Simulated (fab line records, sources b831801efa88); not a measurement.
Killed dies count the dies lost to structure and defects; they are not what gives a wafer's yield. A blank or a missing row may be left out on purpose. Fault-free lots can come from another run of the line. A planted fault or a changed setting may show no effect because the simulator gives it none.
fab line records | flow sky130
record lots=7 | wafers=21 | last-day=50
route steps=708 shown POLY_GATE@219 PAD_OPEN@708
lots that met no fault: from a run of the same line without faults
start-h: start of the lot's first displayed wafer, in hours after the record's first day | wait-h: hours since the lot's step before | " as in the row above | L1.1+2: one row covering several wafers at once | - no value, or no start given | * or withheld: withheld | < > ~ a bound
route shown NAME@n: a module of which the file shows steps, and the number in the route of the first | usual: average and standard deviation across the fault-free wafers | same: alike in all rows | chamber/n: place in a boat | sites: readings site by site | _std_site: the standard deviation of these | _edge_site: the outer-site mean with the inner-site mean subtracted | radius-mm: for every site, how far away it sits from the centre of the wafer | mask NAME#n: copy n | behind: the last tool/chamber to shape the wafer | hold: reason for holding the lot/hours on hold/outcome of the hold | device: the transistor (n, p or np) that didn't switch | end of line: the tests these same wafers got at the end of their route | a step given without rows: its recipe and nothing more | killed: dies that structure and defects cost at the first sort, which is not the same as the wafer's yield | map: the dies of a wafer, with x for killed, . for not killed, _ for no die there
set.NAME: setting as actually run; set.NAME@STEP: the setting as run at that earlier step | model.NAME: the simulator's own value behind a step, which no gauge read
lots at selected steps of the route; one table per step, one row per wafer
services: the hour from which a tool's chamber was out of use, counted from the record's first day as start-h (under 0 if before that day), plus the number of hours and why
## steps
# step SKY_POLY_GATE_DEHYDRATE_05
# recipe temp-c=200 | time-s=60
# step SKY_POLY_GATE_HMDS_06
# recipe prime-time-s=60 | prime-temp-c=120
# step SKY_POLY_GATE_COAT_07
# recipe resist=BARC | temp-c=withheld | time-s=withheld | spin-rpm=3000 | resist-thk-nm=110
# step SKY_POLY_GATE_COAT_08
# recipe resist=KrF-thick | spin-rpm=3000 | resist-thk-nm=450
# step SKY_POLY_GATE_SOFTBAKE_09
# recipe temp-c=100 | time-s=90 | resist=KrF-thick
# step SKY_POLY_GATE_EXPOSE_10
# recipe mask-id=P1M | na=0.68 | source-shape=conventional | sigma-outer=0.6 | target-cd-nm=150 | dose-mj=28
# step SKY_POLY_GATE_PEB_11
# recipe peb-temp-c=withheld | peb-time-s=withheld | resist=KrF-thick
# step SKY_POLY_GATE_DEVELOP_12
# recipe develop-time-s=60 | resist=KrF-thick | dev-temp-c=21
# step SKY_POLY_GATE_CD_MEAS_13
# recipe target-cd-nm=150
# usual cd-nm=149.5/1.3
lot.wafer | tool      | chamber | start-h | wait-h | cd-nm
L664.1    | cd-sem-01 | -       | 395.49  | -      | 150.8
L664.4    | "         | -       | "       | "      | 151.9
L664.6    | "         | -       | "       | "      | 151.1
L673.1    | cd-sem-02 | -       | 487.36  | -      | 149.4
L673.2    | "         | -       | "       | "      | 147.1
L673.3    | "         | -       | "       | "      | 148.2
L674.4    | cd-sem-01 | -       | 497.92  | -      | 149.6
L674.5    | "         | -       | "       | "      | 148.6
L674.6    | "         | -       | "       | "      | 148.8
L675.2    | cd-sem-02 | -       | 506.68  | -      | 150.2
L675.4    | "         | -       | "       | "      | 148.8
L675.5    | "         | -       | "       | "      | 149.0
L676.1    | cd-sem-01 | -       | 510.86  | -      | 151.7
L676.3    | "         | -       | "       | "      | 151.7
L676.6    | "         | -       | "       | "      | 151.2
L679.3    | cd-sem-02 | -       | 541.71  | -      | 149.5
L679.4    | "         | -       | "       | "      | 150.0
L679.6    | "         | -       | "       | "      | 149.1
L681.2    | cd-sem-02 | -       | 553.97  | -      | 150.1
L681.4    | "         | -       | "       | "      | 150.2
L681.6    | "         | -       | "       | "      | 149.6
# step SKY_POLY_GATE_OVL_MEAS_14
# usual POLY_GATE_OVL=-3/5.5
lot.wafer | tool       | chamber | start-h | wait-h | POLY_GATE_OVL[nm]
L664.1    | overlay-02 | -       | 395.61  | 0.1    | 3
L664.4    | "          | -       | "       | "      | -3
L664.6    | "          | -       | "       | "      | -1
L673.1    | overlay-01 | -       | 487.48  | 0.1    | 4
L673.2    | "          | -       | "       | "      | 3
L673.3    | "          | -       | "       | "      | -9
L674.4    | overlay-02 | -       | 498.00  | 0.1    | 4
L674.5    | "          | -       | "       | "      | -1
L674.6    | "          | -       | "       | "      | -1
L675.2    | overlay-01 | -       | 506.79  | 0.1    | 0
L675.4    | "          | -       | "       | "      | -12
L675.5    | "          | -       | "       | "      | -3
L676.1    | overlay-02 | -       | 510.98  | 0.1    | -7
L676.3    | "          | -       | "       | "      | -8
L676.6    | "          | -       | "       | "      | 0
L679.3    | overlay-02 | -       | 541.80  | 0.1    | -2
L679.4    | "          | -       | "       | "      | -18
L679.6    | "          | -       | "       | "      | -7
L681.2    | overlay-02 | -       | 554.08  | 0.1    | 1
L681.4    | "          | -       | "       | "      | 8
L681.6    | "          | -       | "       | "      | 0
# step SKY_POLY_GATE_ETCH_15
# recipe chemistry=N2/H2 | target=BARC | ion-energy-ev=200 | source-w=500 | bias-w=100 | pressure-mtorr=30 | n2-flow-sccm=100 | h2-flow-sccm=200 | stop-on=SiO2 | time-s=118.5 | target-depth-a=1100
# usual bias-w=100.0/0.31 | chamber-pressure-mTorr=30.003/0.027 | drypump-motor-current-A=5.7/0.52 | oes-product-au=0.717/0.0045 | throttle-valve-pct=13.213/0.0097
lot.wafer | tool        | chamber | start-h | wait-h | bias-w | chamber-pressure-mTorr | drypump-motor-current-A | oes-product-au | rf-hours-counter-h | throttle-valve-pct
L664.1    | rie-diel-03 | 1       | 395.65  | 0.0    | 99.9   | 29.965                 | 5.8                     | 0.714          | 14                 | 13.199
L664.4    | "           | 3       | "       | "      | 99.6   | 29.968                 | 5.4                     | 0.716          | 7                  | 13.213
L664.6    | "           | 3       | "       | "      | 100.2  | 29.979                 | 5.4                     | 0.715          | -                  | 13.228
L673.1    | rie-diel-03 | 3       | 487.52  | 0.0    | 100.5  | 30.039                 | 5.4                     | 0.719          | 9                  | 13.221
L673.2    | "           | 2       | "       | "      | 100.1  | 29.996                 | 6.6                     | 0.709          | 17                 | 13.198
L673.3    | "           | 1       | "       | "      | 99.8   | 29.984                 | 5.8                     | 0.721          | 16                 | 13.214
L674.4    | rie-diel-02 | 1       | 498.02  | 0.0    | 99.7   | 30.018                 | 5.9                     | 0.718          | 12                 | 13.216
L674.5    | "           | 2       | "       | "      | 100.3  | 29.994                 | 5.3                     | 0.716          | -                  | 13.208
L674.6    | "           | 1       | "       | "      | 99.6   | 29.981                 | 5.9                     | 0.713          | -                  | 13.201
L675.2    | rie-diel-01 | 2       | 506.82  | 0.0    | 99.8   | 30.058                 | 6.4                     | 0.731          | 15                 | 13.217
L675.4    | "           | 3       | "       | "      | 99.8   | 30.003                 | 5.6                     | 0.718          | -                  | 13.194
L675.5    | "           | 0       | "       | "      | 100.2  | 29.969                 | 4.9                     | 0.720          | -                  | 13.195
L676.1    | rie-diel-01 | 1       | 511.01  | 0.0    | 100.0  | 30.047                 | 6.2                     | 0.722          | 90                 | 13.231
L676.3    | "           | 2       | "       | "      | 99.8   | 29.995                 | 6.4                     | 0.719          | 15                 | 13.232
L676.6    | "           | 0       | "       | "      | 100.7  | 30.028                 | 4.9                     | 0.727          | -                  | 13.211
L679.3    | rie-diel-03 | 0       | 541.82  | 0.0    | 99.6   | 30.047                 | 5.9                     | 0.713          | 1                  | 13.232
L679.4    | "           | 1       | "       | "      | 99.5   | 29.991                 | 5.8                     | 0.715          | 17                 | 13.210
L679.6    | "           | 1       | "       | "      | 99.7   | 29.959                 | 5.8                     | 0.713          | -                  | 13.219
L681.2    | rie-diel-03 | 0       | 554.11  | 0.0    | 99.9   | 30.005                 | 5.8                     | 0.722          | 1                  | 13.221
L681.4    | "           | 1       | "       | "      | 100.4  | 29.984                 | 5.8                     | 0.715          | 17                 | 13.227
L681.6    | "           | 3       | "       | "      | 100.4  | 29.989                 | 5.3                     | 0.713          | -                  | 13.219
# step SKY_POLY_GATE_ETCH_16
# recipe stop-on=poly-Si | chemistry=CH3F/O2 | target=Si3N4 | source-w=400 | bias-w=80 | pressure-mtorr=25 | ch3f-flow-sccm=40 | O2_flow_sccm=30 | time-s=147.5 | target-depth-a=750
# usual O2_flow_sccm=29.99/0.096 | bias-w=80.00/0.25 | chamber-pressure-mTorr=25.000/0.022 | drypump-motor-current-A=5.7/0.51 | oes-product-au=0.642/0.0046 | throttle-valve-pct=10.535/0.0088
lot.wafer | tool        | chamber | start-h | wait-h | O2_flow_sccm | bias-w | chamber-pressure-mTorr | drypump-motor-current-A | oes-product-au | rf-hours-counter-h | throttle-valve-pct
L664.1    | rie-diel-03 | 1       | 395.73  | 0.0    | 30.05        | 79.80  | 25.001                 | 5.8                     | 0.644          | 14                 | 10.544
L664.4    | "           | 3       | "       | "      | 30.01        | 79.84  | 24.986                 | 5.3                     | 0.650          | 7                  | 10.522
L664.6    | "           | 3       | "       | "      | 29.98        | 79.71  | 25.001                 | 5.4                     | 0.643          | -                  | 10.531
L673.1    | rie-diel-03 | 3       | 487.60  | 0.0    | 30.16        | 80.06  | 25.032                 | 5.4                     | 0.641          | 10                 | 10.551
L673.2    | "           | 2       | "       | "      | 30.04        | 79.96  | 24.982                 | 6.6                     | 0.636          | 17                 | 10.548
L673.3    | "           | 1       | "       | "      | 29.98        | 80.27  | 25.001                 | 5.8                     | 0.635          | 16                 | 10.544
L674.4    | rie-diel-02 | 1       | 498.10  | 0.0    | 30.04        | 80.62  | 25.013                 | 5.9                     | 0.642          | 12                 | 10.536
L674.5    | "           | 2       | "       | "      | 30.01        | 80.03  | 24.996                 | 5.3                     | 0.645          | -                  | 10.537
L674.6    | "           | 1       | "       | "      | 30.00        | 80.42  | 24.996                 | 5.9                     | 0.638          | -                  | 10.531
L675.2    | rie-diel-01 | 2       | 506.90  | 0.0    | 29.98        | 80.26  | 24.975                 | 6.4                     | 0.637          | 15                 | 10.527
L675.4    | "           | 3       | "       | "      | 29.82        | 79.79  | 25.008                 | 5.5                     | 0.639          | -                  | 10.526
L675.5    | "           | 0       | "       | "      | 29.96        | 80.22  | 24.984                 | 4.9                     | 0.642          | -                  | 10.536
L676.1    | rie-diel-01 | 1       | 511.09  | 0.0    | 29.88        | 80.11  | 25.007                 | 6.2                     | 0.638          | 90                 | 10.523
L676.3    | "           | 2       | "       | "      | 29.94        | 80.04  | 25.005                 | 6.4                     | 0.632          | 15                 | 10.531
L676.6    | "           | 0       | "       | "      | 30.14        | 79.95  | 25.019                 | 4.9                     | 0.629          | -                  | 10.548
L679.3    | rie-diel-03 | 0       | 541.91  | 0.0    | 30.00        | 79.97  | 25.014                 | 5.8                     | 0.645          | 1                  | 10.537
L679.4    | "           | 1       | "       | "      | 29.95        | 80.02  | 24.987                 | 5.8                     | 0.641          | 17                 | 10.536
L679.6    | "           | 1       | "       | "      | 30.02        | 80.29  | 25.023                 | 5.8                     | 0.645          | -                  | 10.530
L681.2    | rie-diel-03 | 0       | 554.19  | 0.0    | 30.04        | 80.02  | 25.002                 | 5.8                     | 0.644          | 1                  | 10.508
L681.4    | "           | 1       | "       | "      | 29.96        | 80.04  | 24.967                 | 5.8                     | 0.639          | 17                 | 10.536
L681.6    | "           | 3       | "       | "      | 30.12        | 80.10  | 24.995                 | 5.3                     | 0.645          | -                  | 10.526
# step SKY_POLY_GATE_ETCH_17
# recipe target-depth-nm=180 | stop-on=SiO2 | over-etch-frac=0.56667 | chemistry=HBr/Cl2 | target=poly-Si | icp-w=400 | bias-w=100 | pressure-mtorr=10 | HBr_flow_sccm=150 | Cl2_flow_sccm=50 | time-s=70.5
# usual HBr_flow_sccm=149.9/0.43 | bias-w=100.00/0.29 | chamber-pressure-mTorr=10.000/0.0092 | drypump-motor-current-A=5.79/0.22 | mfc-cl2-sccm=50.00/0.15 | oes-product-au=0.986/0.0066 | throttle-valve-pct=33.684/0.0092
lot.wafer | tool      | chamber | start-h | wait-h | HBr_flow_sccm | bias-w | chamber-pressure-mTorr | drypump-motor-current-A | mfc-cl2-sccm | oes-product-au | rf-hours-counter-h | throttle-valve-pct | model.KrF-thick_of_POLY_GATE_COAT_08.thk-nm
L664.1    | rie-si-01 | 1       | 395.83  | 0.0    | 150.6         | 99.81  | 9.995                  | 5.88                    | 49.88        | 0.985          | 2                  | 33.688             | 141.8
L664.4    | "         | 0       | "       | "      | 149.0         | 100.21 | 10.000                 | 5.95                    | 50.25        | 0.989          | 5                  | 33.697             | 144.7
L664.6    | "         | 0       | "       | "      | 149.5         | 99.93  | 10.006                 | 5.94                    | 50.01        | 0.979          | -                  | 33.684             | 145.6
L673.1    | rie-si-01 | 1       | 487.70  | 0.0    | -             | -      | -                      | -                       | -            | -              | -                  | -                  | 236
L673.2    | "         | 2       | "       | "      | -             | -      | -                      | -                       | -            | -              | -                  | -                  | 235.1
L673.3    | "         | 0       | "       | "      | -             | -      | -                      | -                       | -            | -              | -                  | -                  | 236.4
L674.4    | rie-si-02 | 2       | 498.20  | 0.0    | -             | -      | -                      | -                       | -            | -              | -                  | -                  | 234.9
L674.5    | "         | 3       | "       | "      | -             | -      | -                      | -                       | -            | -              | -                  | -                  | 232.7
L674.6    | "         | 2       | "       | "      | -             | -      | -                      | -                       | -            | -              | -                  | -                  | 235.6
L675.2    | rie-si-01 | 3       | 507.00  | 0.0    | -             | -      | -                      | -                       | -            | -              | -                  | -                  | 233.4
L675.4    | "         | 1       | "       | "      | -             | -      | -                      | -                       | -            | -              | -                  | -                  | 232.2
L675.5    | "         | 1       | "       | "      | -             | -      | -                      | -                       | -            | -              | -                  | -                  | 235
L676.1    | rie-si-02 | 0       | 511.19  | 0.0    | 149.1         | 99.66  | 9.999                  | 5.91                    | 49.79        | 0.989          | 1                  | 33.675             | 140.1
L676.3    | "         | 3       | "       | "      | 149.7         | 99.93  | 10.001                 | 5.41                    | 50.04        | 1.002          | 4                  | 33.684             | 138.3
L676.6    | "         | 1       | "       | "      | 149.6         | 99.51  | 9.998                  | 5.74                    | 49.73        | 0.992          | -                  | 33.692             | 141.4
L679.3    | rie-si-01 | 1       | 542.01  | 0.0    | 149.4         | 100.14 | 9.996                  | 5.87                    | 50.32        | 0.978          | 3                  | 33.693             | 140.7
L679.4    | "         | 3       | "       | "      | 149.7         | 100.22 | 10.006                 | 6.13                    | 49.98        | 0.994          | 6                  | 33.670             | 142.1
L679.6    | "         | 2       | "       | "      | 150.6         | 100.52 | 10.005                 | 5.74                    | 50.18        | 0.989          | -                  | 33.683             | 142
L681.2    | rie-si-01 | 2       | 554.29  | 0.0    | 150.3         | 100.54 | 9.995                  | 5.72                    | 50.02        | 0.989          | 0                  | 33.699             | 143.7
L681.4    | "         | 3       | "       | "      | 149.6         | 99.95  | 9.997                  | 6.12                    | 49.92        | 0.975          | 6                  | 33.679             | 142.6
L681.6    | "         | 2       | "       | "      | 149.7         | 100.31 | 10.007                 | 5.74                    | 49.99        | 0.978          | -                  | 33.684             | 143.6
# step SKY_POLY_GATE_STRIP_18
# recipe chemistry=O2/N2 | power-w=1400 | pressure-mtorr=1500 | platen-temp-c=withheld | o2-flow-sccm=3000 | n2-flow-sccm=300 | overash-fraction=0.5
# usual chamber-pressure-mTorr=1499.9/1.3 | drypump-motor-current-A=6.1/0.38 | oes-product-au=0.362/0.0045 | strip-time-to-endpoint-s=3.178/0.03
lot.wafer | tool            | chamber | start-h | wait-h | chamber-pressure-mTorr | drypump-motor-current-A | oes-product-au | rf-hours-counter-h | strip-time-to-endpoint-s
L664.1    | plasma-asher-04 | 1       | 395.88  | 0.0    | 1502.7                 | 6.0                     | 0.358          | 29                 | 3.188
L664.4    | "               | 0       | "       | "      | 1498.5                 | 5.6                     | 0.365          | -                  | 3.215
L664.6    | "               | 1       | "       | "      | 1499.6                 | 6.1                     | 0.370          | -                  | 3.221
L673.1    | plasma-asher-02 | 1       | 487.75  | 0.0    | 1499.3                 | 6.4                     | 0.410          | 80                 | 4.206
L673.2    | "               | 0       | "       | "      | 1498.5                 | 6.6                     | 0.399          | 80                 | 4.210
L673.3    | "               | 0       | "       | "      | 1499.7                 | 6.6                     | 0.398          | -                  | 4.220
L674.4    | plasma-asher-04 | 1       | 498.29  | 0.1    | 1499.7                 | 6.0                     | 0.401          | -                  | 4.186
L674.5    | "               | 0       | "       | "      | 1500.2                 | 5.6                     | 0.396          | -                  | 4.166
L674.6    | "               | 1       | "       | "      | 1499.4                 | 6.0                     | 0.408          | -                  | 4.202
L675.2    | plasma-asher-03 | 1       | 507.05  | 0.0    | 1499.7                 | 6.4                     | 0.402          | 8                  | 4.184
L675.4    | "               | 0       | "       | "      | 1501.2                 | 5.9                     | 0.399          | -                  | 4.171
L675.5    | "               | 1       | "       | "      | 1501.3                 | 6.4                     | 0.404          | -                  | 4.197
L676.1    | plasma-asher-02 | 1       | 511.25  | 0.0    | 1497.4                 | 6.5                     | 0.364          | 82                 | 3.170
L676.3    | "               | 0       | "       | "      | 1499.8                 | 6.6                     | 0.360          | -                  | 3.161
L676.6    | "               | 0       | "       | "      | 1498.9                 | 6.6                     | 0.370          | -                  | 3.184
L679.3    | plasma-asher-04 | 0       | 542.09  | 0.1    | 1499.9                 | 5.6                     | 0.353          | -                  | 3.174
L679.4    | "               | 1       | "       | "      | 1500.2                 | 6.0                     | 0.363          | -                  | 3.205
L679.6    | "               | 1       | "       | "      | 1499.5                 | 6.0                     | 0.358          | -                  | 3.191
L681.2    | plasma-asher-02 | 1       | 554.35  | 0.0    | 1499.0                 | 6.4                     | 0.354          | 87                 | 3.224
L681.4    | "               | 0       | "       | "      | 1501.0                 | 6.6                     | 0.367          | -                  | 3.193
L681.6    | "               | 1       | "       | "      | 1498.5                 | 6.4                     | 0.357          | -                  | 3.225
# step SKY_POLY_GATE_CLEAN_19
# recipe chemistry=SC1/SC2 | mix=1:4:20 | temp-c=70 | time-s=150 | dry=n2-spin
# step SKY_PAD_OPEN_PROBE_99
# usual killed_at_M0_to_M3=42/6.9 | killed_at_M4_up=3.2/1.7 | killed-at-contacts=23/5.5 | killed-at-front-end=16/4 | killed-at-other=0.4/0.55 | killed-dies=85/9.2 | killed-on-rim=16/3.5 | killed-open=46/6.8 | killed-short=38/6.2
# same gross-dies=492 | killed-at-back-side=0
lot.wafer | tool      | chamber | start-h | wait-h | killed_at_M0_to_M3 | killed_at_M4_up | killed-at-contacts | killed-at-front-end | killed-at-other | killed-dies | killed-on-rim | killed-open | killed-short
L673.1    | prober-01 | -       | 1152.36 | 0.1    | 33                 | 3               | 30                 | 424                 | 2               | 492         | 96            | 39          | 42
L673.2    | prober-01 | -       | 1152.41 | 0.1    | 45                 | 3               | 21                 | 422                 | 1               | 492         | 96            | 46          | 36
L673.3    | prober-01 | -       | 1152.46 | 0.2    | 44                 | 5               | 29                 | 414                 | 0               | 492         | 96            | 46          | 46
L674.4    | prober-02 | -       | 1156.18 | 0.2    | 41                 | 4               | 22                 | 425                 | 0               | 492         | 96            | 52          | 28
L674.5    | prober-02 | -       | 1156.23 | 0.2    | 39                 | 1               | 25                 | 427                 | 0               | 492         | 96            | 43          | 38
L674.6    | prober-02 | -       | 1156.28 | 0.2    | 40                 | 4               | 22                 | 426                 | 0               | 492         | 96            | 45          | 34
L675.2    | prober-01 | -       | 1163.36 | 0.1    | 31                 | 5               | 29                 | 427                 | 0               | 492         | 96            | 47          | 31
L675.4    | prober-01 | -       | 1163.46 | 0.2    | 49                 | 6               | 27                 | 410                 | 0               | 492         | 96            | 61          | 42
L675.5    | prober-01 | -       | 1163.51 | 0.2    | 41                 | 2               | 28                 | 421                 | 0               | 492         | 96            | 43          | 43
# killed by level:class
L673.1 POLY_GATE:area-etch=410 LOCAL_INTERCONNECT:geometric-particle:short=8 CONTACT:geometric-particle:short=7 METAL2:geometric-particle:short=7 LI_CONTACT:geometric-particle:open=6 CONTACT:geometric-particle:open=6 VIA2:geometric-particle:open=6 VIA3:geometric-particle:open=5
L673.2 POLY_GATE:area-etch=410 VIA2:geometric-particle:open=11 VIA1:geometric-particle:open=10 CONTACT:geometric-particle:open=6 CONTACT:geometric-particle:short=5 LI_CONTACT:geometric-particle:short=4 METAL1:geometric-particle:open=4 METAL1:geometric-particle:short=4
L673.3 POLY_GATE:area-etch=400 LI_CONTACT:geometric-particle:open=10 VIA1:geometric-particle:short=8 CONTACT:geometric-particle:open=8 CONTACT:geometric-particle:short=7 VIA2:geometric-particle:open=7 METAL1:geometric-particle:short=5 VIA3:geometric-particle:short=5
L674.4 POLY_GATE:area-etch=412 CONTACT:geometric-particle:open=11 VIA1:geometric-particle:open=11 VIA2:geometric-particle:open=9 LI_CONTACT:geometric-particle:open=8 FIELD_ISO:geometric-particle:short=4 METAL1:geometric-particle:short=4 VIA1:geometric-particle:short=4
L674.5 POLY_GATE:area-etch=410 CONTACT:geometric-particle:open=10 METAL1:geometric-particle:short=7 VIA1:geometric-particle:open=7 METAL2:geometric-particle:open=5 LI_CONTACT:geometric-particle:open=5 VIA2:geometric-particle:open=5 FIELD_ISO:geometric-particle:short=4
L674.6 POLY_GATE:area-etch=412 CONTACT:geometric-particle:open=8 METAL1:geometric-particle:short=8 VIA2:geometric-particle:open=7 FIELD_ISO:geometric-particle:short=6 LI_CONTACT:geometric-particle:open=6 VIA1:geometric-particle:open=6 FIELD_ISO:geometric-particle:open=5
L675.2 POLY_GATE:area-etch=414 LI_CONTACT:geometric-particle:open=8 VIA2:geometric-particle:open=8 CONTACT:geometric-particle:open=7 VIA1:geometric-particle:open=6 VIA3:geometric-particle:open=5 LOCAL_INTERCONNECT:geometric-particle:short=5 POLY_GATE:geometric-particle:short=4
L675.4 POLY_GATE:area-etch=389 CONTACT:geometric-particle:open=12 VIA2:geometric-particle:open=9 FIELD_ISO:geometric-particle:open=8 VIA1:geometric-particle:open=8 METAL2:geometric-particle:short=8 VIA3:geometric-particle:open=7 LI_CONTACT:geometric-particle:open=7
L675.5 POLY_GATE:area-etch=406 CONTACT:geometric-particle:open=11 METAL1:geometric-particle:short=7 VIA2:geometric-particle:open=7 LOCAL_INTERCONNECT:geometric-particle:short=6 VIA1:geometric-particle:open=6 POLY_GATE:geometric-particle:short=5 CONTACT:geometric-particle:short=5
# map L673.1 (x killed, . not)
__________xxxxxxxxxx_________
________xxxxxxxxxxxxxx_______
______xxxxxxxxxxxxxxxxxx_____
_____xxxxxxxxxxxxxxxxxxxx____
____xxxxxxxxxxxxxxxxxxxxxx___
___xxxxxxxxxxxxxxxxxxxxxxxx__
__xxxxxxxxxxxxxxxxxxxxxxxxxx_
_xxxxxxxxxxxxxxxxxxxxxxxxxxxx
_xxxxxxxxxxxxxxxxxxxxxxxxxxxx
_xxxxxxxxxxxxxxxxxxxxxxxxxxxx
_xxxxxxxxxxxxxxxxxxxxxxxxxxxx
_xxxxxxxxxxxxxxxxxxxxxxxxxxxx
_xxxxxxxxxxxxxxxxxxxxxxxxxxxx
_xxxxxxxxxxxxxxxxxxxxxxxxxxxx
_xxxxxxxxxxxxxxxxxxxxxxxxxxxx
__xxxxxxxxxxxxxxxxxxxxxxxxxx_
___xxxxxxxxxxxxxxxxxxxxxxxx__
____xxxxxxxxxxxxxxxxxxxxxx___
_____xxxxxxxxxxxxxxxxxxxx____
______xxxxxxxxxxxxxxxxxx_____
________xxxxxxxxxxxxxx_______
__________xxxxxxxxxx_________
# map L674.4 (x killed, . not)
__________xxxxxxxxxx_________
________xxxxxxxxxxxxxx_______
______xxxxxxxxxxxxxxxxxx_____
_____xxxxxxxxxxxxxxxxxxxx____
____xxxxxxxxxxxxxxxxxxxxxx___
___xxxxxxxxxxxxxxxxxxxxxxxx__
__xxxxxxxxxxxxxxxxxxxxxxxxxx_
_xxxxxxxxxxxxxxxxxxxxxxxxxxxx
_xxxxxxxxxxxxxxxxxxxxxxxxxxxx
_xxxxxxxxxxxxxxxxxxxxxxxxxxxx
_xxxxxxxxxxxxxxxxxxxxxxxxxxxx
_xxxxxxxxxxxxxxxxxxxxxxxxxxxx
_xxxxxxxxxxxxxxxxxxxxxxxxxxxx
_xxxxxxxxxxxxxxxxxxxxxxxxxxxx
_xxxxxxxxxxxxxxxxxxxxxxxxxxxx
__xxxxxxxxxxxxxxxxxxxxxxxxxx_
___xxxxxxxxxxxxxxxxxxxxxxxx__
____xxxxxxxxxxxxxxxxxxxxxx___
_____xxxxxxxxxxxxxxxxxxxx____
______xxxxxxxxxxxxxxxxxx_____
________xxxxxxxxxxxxxx_______
__________xxxxxxxxxx_________
## services
tool            | chamber | start-h | hours | kind
rie-si-02       | -       | 418.97  | 2.8   | pm
plasma-asher-03 | -       | 421.25  | 9.0   | pm
rie-diel-02     | -       | 421.81  | 0.2   | repair
rie-si-02       | 3       | 439.45  | 12.7  | repair
rie-diel-03     | 2       | 444.79  | 3.9   | repair
rie-diel-02     | 3       | 445.05  | 4.4   | repair
plasma-asher-02 | -       | 458.54  | 0.5   | repair
rie-si-01       | 3       | 472.43  | 5.0   | repair
rie-diel-03     | 0       | 476.11  | -     | clean
rie-diel-03     | 0       | 476.11  | 16.7  | scheduled-down
rie-diel-03     | 0       | 476.11  | 16.7  | vent-cycle
plasma-asher-02 | -       | 477.86  | 2.8   | pm
rie-si-01       | 3       | 482.94  | 2.1   | repair
plasma-asher-03 | -       | 495.84  | 2.8   | pm
rie-diel-01     | 1       | 500.65  | 6.4   | repair
rie-diel-02     | -       | 511.72  | 0.1   | repair
rie-si-01       | 2       | 516.33  | 3.8   | repair
rie-diel-01     | 1       | 518.39  | -     | clean
rie-diel-02     | 1       | 521.10  | 7.3   | repair
rie-si-01       | 2       | 522.52  | -     | clean
rie-si-01       | 2       | 522.52  | 16.4  | scheduled-down
rie-si-01       | 2       | 522.52  | 16.4  | vent-cycle
rie-si-02       | 1       | 543.64  | 4.0   | repair
plasma-asher-04 | -       | 548.11  | 36.6  | repair
## key
first-sign step=SKY_POLY_GATE_ETCH_17 | reading=tool-record | direction=missing
effect step=SKY_POLY_GATE_STRIP_18 | reading=strip-time-to-endpoint-s | direction=up | sigmas=34 | usual=* | struck=*
effect step=SKY_PAD_OPEN_PROBE_99 | reading=killed-at-front-end | direction=up | sigmas=99+ | usual=16 | struck=422
model-effect step=SKY_POLY_GATE_ETCH_17 | value=KrF-thick_of_POLY_GATE_COAT_08.thk-nm | without=140.5 | struck=234.6
more-kills-born-at SKY_POLY_GATE_ETCH_17@rie-si-01=2429 | SKY_POLY_GATE_ETCH_17@rie-si-02=1234
met-at SKY_POLY_GATE_ETCH_17
struck-wafers L673.1,L673.2,L673.3,L674.4,L674.5,L674.6,L675.2,L675.4,L675.5
later-rows-left-out L673.1,L673.2,L673.3,L674.4,L674.5,L674.6,L675.2,L675.4,L675.5
tester-left-out L673,L674,L675
onset-between 395.83 487.70
fault kind=skipped-step-whole | tool=rie-si-01,rie-si-02 | chamber=- | onset-h=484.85 | steps=SKY_POLY_GATE_ETCH_17 | scope=struck-lots-only
# tester-left-out: of these lots the tester's yield and bins aren't shown, on N5 and GAA mostly nor the transistor test; their killed dies are dies lost to structure and defects alone, not to doping, threshold or leakage, so they don't give the yield
# later-rows-left-out: the simulator's readings of these wafers behind a module that went badly wrong aren't trusted and aren't shown, but for the sort
